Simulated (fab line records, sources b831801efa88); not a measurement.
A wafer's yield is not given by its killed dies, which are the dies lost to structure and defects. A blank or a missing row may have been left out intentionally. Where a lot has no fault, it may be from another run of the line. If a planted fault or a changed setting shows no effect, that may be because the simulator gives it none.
The tool behind it: which one? | flow sky130 | 45 wafers from 15 lots sampled at 2 of the route's 708 steps

WHAT THE GAUGES SHOWED, per wafer
Not one reading of a measure or inspect step in the record can be checked against a usual standard deviation.

WHICH TOOL RAN EACH LOT (tool, then ch and the chambers of the sampled wafers, then the start)
lot  | SKY_METAL3_STRIP_19                  | SKY_PAD_OPEN_PROBE_99
L169 | plasma-asher-02 ch 0,1, day 39 02:26 | prober-01, day 46 04:04
L170 | plasma-asher-01 ch 0,1, day 39 11:31 | prober-02, day 46 10:50
L174 | plasma-asher-02 ch 0,1, day 40 22:13 | prober-02, day 47 17:00
L176 | plasma-asher-04 ch 0,1, day 41 06:55 | prober-02, day 47 23:48
L177 | plasma-asher-02 ch 0,1, day 41 12:25 | prober-01, day 48 04:57
L178 | plasma-asher-01 ch 1, day 41 20:16   | prober-02, day 48 10:30
L179 | plasma-asher-02 ch 0,1, day 42 04:55 | prober-01, day 48 16:58
L182 | plasma-asher-02 ch 0,1, day 42 23:13 | prober-02, day 49 08:34
L183 | plasma-asher-01 ch 0,1, day 43 04:59 | prober-01, day 49 11:48
L184 | plasma-asher-01 ch 0,1, day 43 15:06 | prober-02, day 49 20:49
L185 | plasma-asher-01 ch 0,1, day 43 20:31 | prober-01, day 50 00:58
L186 | plasma-asher-01 ch 0,1, day 44 00:13 | prober-02, day 50 02:46
L187 | plasma-asher-02 ch 0,1, day 44 17:25 | prober-01, day 50 14:55
L188 | plasma-asher-01 ch 0,1, day 44 18:38 | prober-02, day 50 17:04
L189 | plasma-asher-01 ch 0,1, day 44 20:28 | prober-01, day 50 17:58
- SKY_METAL3_STRIP_19: strips in O2/N2.
- SKY_PAD_OPEN_PROBE_99

WHAT THE TOOLS THEMSELVES READ (means of the sampled wafers that have a number; where no wafer has one, the mark that the record gives instead)
SKY_METAL3_STRIP_19. Usual: chamber-pressure-mTorr 1499.8 mTorr, standard deviation 1.4; drypump-motor-current-A 6.0 A, standard deviation 0.42; oes-product-au 0.503 a.u., standard deviation 0.0067; strip-time-to-endpoint-s 6.55 s, standard deviation 0.11.
lot  | tool            | chamber-pressure-mTorr (mTorr) | drypump-motor-current-A (A) | oes-product-au (a.u.) | strip-time-to-endpoint-s (s) | flag
L169 | plasma-asher-02 | 1499.1                         | 6.0                         | 0.498                 | 6.50                         |
L170 | plasma-asher-01 | 1500.2                         | 6.0                         | 0.502                 | 6.60                         |
L174 | plasma-asher-02 | 1499.1                         | 5.9                         | 0.505                 | 6.63                         |
L176 | plasma-asher-04 | 1499.2                         | 6.2                         | 0.506                 | 6.62                         |
L177 | plasma-asher-02 | -                              | -                           | -                     | -                            | OFF
L178 | plasma-asher-01 | -                              | -                           | -                     | -                            | OFF
L179 | plasma-asher-02 | -                              | -                           | -                     | -                            | OFF
L182 | plasma-asher-02 | 1499.2                         | 6.0                         | 0.508                 | 6.68                         |
L183 | plasma-asher-01 | 1498.2                         | 6.0                         | 0.490                 | 6.38                         |
L184 | plasma-asher-01 | 1500.0                         | 6.1                         | 0.500                 | 6.47                         |
L185 | plasma-asher-01 | 1500.1                         | 6.0                         | 0.505                 | 6.56                         |
L186 | plasma-asher-01 | 1498.3                         | 6.1                         | 0.500                 | 6.46                         |
L187 | plasma-asher-02 | 1500.4                         | 6.0                         | 0.510                 | 6.60                         |
L188 | plasma-asher-01 | 1498.3                         | 6.0                         | 0.506                 | 6.60                         |
L189 | plasma-asher-01 | 1499.5                         | 6.1                         | 0.497                 | 6.49                         |

SKY_PAD_OPEN_PROBE_99. Usual: defect-limited-yield 82.5 %, standard deviation 1.7; killed_at_M0_to_M3 43, standard deviation 6.7; killed_at_M4_up 3.2, standard deviation 1.8; killed-at-contacts 24, standard deviation 4.8; killed-at-front-end 16, standard deviation 4.2; killed-at-other 0.3, standard deviation 0.56; killed-dies 86, standard deviation 8.5; killed-on-rim 17, standard deviation 3.9; killed-open 47, standard deviation 6.7; killed-short 39, standard deviation 6; sort_bin_3_pad_short 0.9 %, standard deviation 0.45; sort_bin_5_function 10.3 %, standard deviation 1.6; sort_bin_6_memory 6.3 %, standard deviation 1; sort-n-pass 406, standard deviation 8.5; sort-yield-pct 82.5 %, standard deviation 1.7.
lot  | tool      | defect-limited-yield (%) | killed_at_M0_to_M3 | killed_at_M4_up | killed-at-contacts | killed-at-front-end | killed-at-other | killed-dies | killed-on-rim | killed-open | killed-short | sort_bin_3_pad_short (%) | sort_bin_5_function (%) | sort_bin_6_memory (%) | sort-n-pass | sort-yield-pct (%) | flag
L169 | prober-01 | 81.4                     | 45                 | 4.3             | 24                 | 19                  | 0.3             | 92          | 19            | 50          | 39           | 0.5                      | 10.9                    | 7.2                   | 400         | 81.4               |
L170 | prober-02 | 83.2                     | 42                 | 3.3             | 20                 | 18                  | 0.0             | 83          | 16            | 49          | 34           | 0.7                      | 10.2                    | 5.9                   | 409         | 83.2               |
L174 | prober-02 | 84.2                     | 41                 | 1.7             | 19                 | 16                  | 0.0             | 78          | 15            | 43          | 35           | 1.3                      | 8.7                     | 5.8                   | 414         | 84.2               |
L176 | prober-02 | 81.2                     | 53                 | 4.3             | 25                 | 10                  | 0.0             | 92          | 19            | 53          | 38           | 1.4                      | 10.3                    | 7.0                   | 400         | 81.2               |
L177 | prober-01 | 0.0                      | 458                | 2.7             | 19                 | 12                  | 0.3             | 492         | 96            | 42          | 37           | 0.9                      | 93.1                    | 6.0                   | 0           | 0.0                | OFF
L178 | prober-02 | 0.0                      | 448                | 4.0             | 25                 | 14                  | 0.7             | 492         | 96            | 46          | 43           | 1.0                      | 93.2                    | 5.8                   | 0           | 0.0                | OFF
L179 | prober-01 | 0.0                      | 444                | 2.0             | 29                 | 18                  | 0.0             | 492         | 96            | 47          | 37           | 1.1                      | 92.5                    | 6.4                   | 0           | 0.0                | OFF
L182 | prober-02 | 82.3                     | 47                 | 3.0             | 24                 | 12                  | 0.0             | 87          | 21            | 47          | 40           | 1.1                      | 10.3                    | 6.3                   | 405         | 82.3               |
L183 | prober-01 | 83.0                     | 43                 | 2.3             | 23                 | 15                  | 0.0             | 84          | 19            | 46          | 37           | 0.7                      | 9.7                     | 6.6                   | 408         | 83.0               |
L184 | prober-02 | 83.9                     | 33                 | 3.0             | 25                 | 17                  | 1.0             | 79          | 13            | 42          | 37           | 0.5                      | 9.4                     | 6.2                   | 413         | 83.9               |
L185 | prober-01 | 82.4                     | 46                 | 2.3             | 22                 | 16                  | 0.7             | 87          | 16            | 46          | 41           | 0.6                      | 10.4                    | 6.6                   | 405         | 82.4               |
L186 | prober-02 | 80.2                     | 46                 | 3.0             | 28                 | 21                  | 0.0             | 98          | 22            | 49          | 48           | 1.0                      | 12.1                    | 6.8                   | 394         | 80.2               |
L187 | prober-01 | 82.7                     | 42                 | 3.0             | 21                 | 18                  | 0.3             | 85          | 18            | 44          | 40           | 1.0                      | 9.8                     | 6.4                   | 407         | 82.7               |
L188 | prober-02 | 83.0                     | 45                 | 3.7             | 21                 | 13                  | 0.3             | 83          | 16            | 46          | 37           | 0.7                      | 9.9                     | 6.3                   | 409         | 83.0               |
L189 | prober-01 | 83.4                     | 44                 | 3.3             | 24                 | 11                  | 0.0             | 82          | 17            | 41          | 41           | 1.1                      | 8.7                     | 6.7                   | 410         | 83.4               |

THE ANSWER, worked out from the rows above alone
Rule: lot off if the mean of its wafers having a number is beyond 3 standard deviations from the usual mean. Also off: a lot with no number at a reading for which 4 or more lots have one. The other lots that the step has rows for count as sound. After the gauges, taken in route order, come the tools' own readings; for these a lot's mean is taken, as printed above. At the first step where some lot is off, the reading lying furthest off is the one used; lots without a number count as furthest.
Off at SKY_METAL3_STRIP_19 (chamber-pressure-mTorr): L177, L178, L179. Without a number there: L177, L178, L179.
A tool fits if, at that step or a process step before it, it ran every lot that is off, and no sound lot after the first of them. Not one of the candidates tried fits.

WHAT THE SIMULATOR PUT IN
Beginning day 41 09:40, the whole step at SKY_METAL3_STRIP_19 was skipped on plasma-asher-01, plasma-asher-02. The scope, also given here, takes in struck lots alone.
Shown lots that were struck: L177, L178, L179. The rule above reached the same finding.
